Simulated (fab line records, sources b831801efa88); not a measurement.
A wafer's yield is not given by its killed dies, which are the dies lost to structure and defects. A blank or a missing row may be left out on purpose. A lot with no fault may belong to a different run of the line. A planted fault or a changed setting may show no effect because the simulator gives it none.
A struck lot beside a sound one -- flow sky130 -- 21 out of 708 route steps
Sound: the wafers L159.2, L159.3, L159.6. Struck: wafers L172.2, L172.3, L172.5. Last of all comes the cause.
Per side, at each step with rows, come the tool, then ch with its chambers, and then its first start. Under that, the readings that differ: sound wafers -- struck wafers -- difference of the means -- sigmas: that difference in standard deviations of wafers without a fault.
alike: a reading whose means differ by less than 2 such deviations, as well as words and numbers matching on both sides. not compared: withheld readings; readings where some wafer has no value; bounds like >300 that might hide an equal value; numbers whose values overlap and for which the record gives no deviation.
A row with sigmas, a row that says differs or no value, or rows on one side alone: a step with any of these is where the two part. Numbers that have no deviation but don't overlap get no sigmas and don't part them. A reading that every wafer of one side lacks parts them only if that side has two wafers or more.

first, 1 step without rows for these wafers: SKY_GATE_OXIDE_DEVELOP_09 (develop time 60 s).
SKY_GATE_OXIDE_OVL_MEAS_10:
  sound: overlay-02 at day 16 00:07; struck: overlay-02 at day 20 10:49
  alike: GATE_OXIDE_OVL
then, 2 steps without rows for these wafers: SKY_GATE_OXIDE_IMPLANT_11; SKY_GATE_OXIDE_WET_ETCH_12 (etches SiO2 in dHF, target depth 16.8 nm, time 336 s).
SKY_GATE_OXIDE_STRIP_13: strips in O2/N2.
  sound on plasmaAsher-04 ch 0,1, day 16 00:24; struck on plasmaAsher-04 ch 0, day 20 11:05
  alike: drypumpMotorCurrentA, oesProductAu, stripTimeToEndpointS
  not compared: rfHoursCounterH
SKY_GATE_OXIDE_TW_MEAS_14:
  sound: filmMetro-04 at day 16 00:31; struck: filmMetro-04 at day 20 11:12
  alike: GATE_OXIDE_TW
then, 3 steps without rows for these wafers: SKY_GATE_OXIDE_CLEAN_15 (cleans in SC1/SC2, time 150 s); SKY_GATE_OXIDE_OXIDATION_16 (stabilise 600 s, purge 300 s, target thk 3.57 nm); SKY_POLY_GATE_CVD_00 (deposits poly-Si, target thk 180 nm, time 720 s).
SKY_POLY_GATE_THK_MEAS_01:
  sound: filmMetro-03 at day 16 04:22; struck: filmMetro-03 at day 20 14:44
  alike: POLY_GATE_CVD_00_THK
then, 2 steps without rows for these wafers: SKY_RES_PROTECT_DEHYDRATE_00 (time 60 s); SKY_RES_PROTECT_HMDS_01 (prime time 60 s).
SKY_RES_PROTECT_COAT_02: resist thk 1140 nm.
  sound on lithoTrack-04 ch 0, day 16 18:49; struck on lithoTrack-03 ch 0, day 21 06:12
reading,sound,struck,difference,sigmas
spinSpeedRpm (rpm),3002.4 2999.1 3003.4,2881.8 2883.3 2883.6,-118.7,-66
model.NOVOLAK_of_RES_PROTECT_COAT_02.thkNm (nm),1146 1147 1146,1158 1158 1159,+12,
then, 3 steps without rows for these wafers: SKY_RES_PROTECT_SOFTBAKE_03 (time 60 s); SKY_RES_PROTECT_EXPOSE_04 (exposes mask RPM, target cd 1270 nm); SKY_RES_PROTECT_PEB_05.
SKY_RES_PROTECT_DEVELOP_06: develop time 60 s.
  sound on lithoTrack-04 ch 0, day 17 08:55; struck on lithoTrack-03 ch 0, day 21 20:57
reading,sound,struck,difference,sigmas
model.NOVOLAK_of_RES_PROTECT_COAT_02.thkNm (nm),1145 1146 1146,1157 1158 1159,+12,
following that, these wafers have no rows for 1 step: SKY_POLY_GATE_IMPLANT_02.
SKY_RES_PROTECT_STRIP_07: strips in O2/N2.
  sound on plasmaAsher-01 ch 0,1, day 17 09:11; struck on plasmaAsher-04 ch 0,1, day 21 21:14
  alike: drypumpMotorCurrentA, oesProductAu, stripTimeToEndpointS
  not compared: rfHoursCounterH
SKY_RES_PROTECT_TW_MEAS_08:
  sound: filmMetro-02 at day 17 09:17; struck: filmMetro-02 at day 21 21:20
  alike: POLY_GATE_TW
-- record jumps: 28 days separate the struck wafers' starts on either side; left off in module RES_PROTECT, taken up again in module PAD_OPEN, whose first shown step is the route's number 708 --
SKY_PAD_OPEN_PROBE_99:
  sound: prober-01 at day 47 16:04; struck: prober-01 at day 50 07:17
  alike: killed_at_M0_to_M3, killed_at_M4_up, killedAtContacts, killedAtFrontEnd, killedAtOther, killedDies, killedOpen, killedShort

WHERE THEY PART
Only at SKY_RES_PROTECT_COAT_02, within this record. Later steps at which nothing parts them and some readings are alike: SKY_RES_PROTECT_STRIP_07, SKY_RES_PROTECT_TW_MEAS_08, SKY_PAD_OPEN_PROBE_99.

WHY: whatever the simulator had introduced
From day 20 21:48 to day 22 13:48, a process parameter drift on lithoTrack-03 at SKY_RES_PROTECT_COAT_02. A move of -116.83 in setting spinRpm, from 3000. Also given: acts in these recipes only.
